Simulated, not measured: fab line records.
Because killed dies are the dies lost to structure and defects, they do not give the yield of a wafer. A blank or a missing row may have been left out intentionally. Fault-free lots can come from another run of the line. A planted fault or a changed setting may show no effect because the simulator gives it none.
Split-lot trial ; flow gf180mcu ; 5 lots, 23 wafers read, on a route of 602 steps

## THE SPLIT
At GF_CONTACT_CVD_00 (deposits SiO2, target thk 300 nm, time 50 s), the setting sih4-flow-sccm was moved away from the recipe's 60 sccm on 8 of the 23 wafers read, by -11.9% to -7.9%. For the rest of the wafers, this setting stayed at what the recipe calls for.

Split to reading: the file shows no intervening step.

## THE READING
At GF_CONTACT_THK_MEAS_01: CONTACT_CVD_00_THK, given in nm. Fault-free wafers of this fab line usually give 299 nm, standard deviation 3.1 nm.

wafer;tool, chamber at the split;sih4-flow-sccm as run, sccm;against the recipe;CONTACT_CVD_00_THK, nm;against lot-mates on the recipe
L074.1;hdpcvd-01, 0;60;recipe;301;-
L074.4;hdpcvd-01, 0;60;recipe;298;-
L074.6;hdpcvd-01, 2;60;recipe;296;-
L078.1;hdpcvd-01, 0;60;recipe;301;-
L078.2;hdpcvd-01, 2;60;recipe;294;-
L078.3;hdpcvd-01, 1;52.88;-11.9%;262;-34
L078.4;hdpcvd-01, 0;52.88;-11.9%;268;-28
L078.6;hdpcvd-01, 1;60;recipe;294;-
L079.1;hdpcvd-02, 0;55.27;-7.9%;278;-19
L079.2;hdpcvd-02, 1;60;recipe;296;-
L079.3;hdpcvd-02, 2;55.27;-7.9%;276;-21
L079.5;hdpcvd-02, 2;60;recipe;298;-
L079.6;hdpcvd-02, 0;55.27;-7.9%;279;-18
L082.1;hdpcvd-01, 2;60;recipe;300;-
L082.3;hdpcvd-01, 0;60;recipe;306;-
L082.4;hdpcvd-01, 0;60;recipe;305;-
L082.5;hdpcvd-01, 1;60;recipe;299;-
L082.6;hdpcvd-01, 2;60;recipe;297;-
L085.1;hdpcvd-01, 1;53.62;-10.6%;264;-28
L085.2;hdpcvd-01, 2;53.62;-10.6%;261;-31
L085.4;hdpcvd-01, 1;60;recipe;292;-
L085.5;hdpcvd-01, 2;60;recipe;292;-
L085.6;hdpcvd-01, 0;53.62;-10.6%;267;-25

THE FIT
A straight line over all 23 wafers: CONTACT_CVD_00_THK changes by +2.91 nm for each +1% of sih4-flow-sccm; r = +0.96; the points scatter about the line by 4 nm.
The same after taking each lot's own level away (the mean of its wafers on the recipe; 23 wafers): +2.6 nm for each +1%; r = +0.98; scatter 2.7 nm.
On that fit, the largest move of sih4-flow-sccm shifts the reading by 31 nm.
The span of the lots' own levels, 292.0 to 301.4 nm, comes to 3.0 times the standard deviation stated above.
Thus the slope moves with the lot-to-lot level: the two fits are different.
Check: with one of the wafers moved furthest among these (-11.9%) left out of the fit, the line predicts -30 nm for it against its lot-mates. Against them it came out at -34.3 nm.

## THE WHOLE CHAIN: every reading that the file lists as answering this split, in the file's order
step;what it does;reading;change (the file's fit);r (the file's)
GF_CONTACT_CVD_00;deposits SiO2, target thk 300 nm, time 50 s;SiO2_of_CONTACT_CVD_00.thk-nm (the simulator's own value, which no gauge read);+2.61 nm for each +1% of the setting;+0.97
GF_CONTACT_THK_MEAS_01;;CONTACT_CVD_00_THK;+2.6 for each +1% of the setting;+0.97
GF_CONTACT_ETCH_17;etches SiO2 in C4F8/O2/Ar, stops on CoSi2, target depth 860 nm;CONTACT.feature-depth-nm (the simulator's own value, which no gauge read);+2.64 nm for each +1% of the setting, in a fit together with leave-above-ref-nm@CONTACT_CMP_04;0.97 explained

## FILE'S OWN FIT
CONTACT_CVD_00_THK changes by +2.6 nm for each +1% of sih4-flow-sccm, r = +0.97.
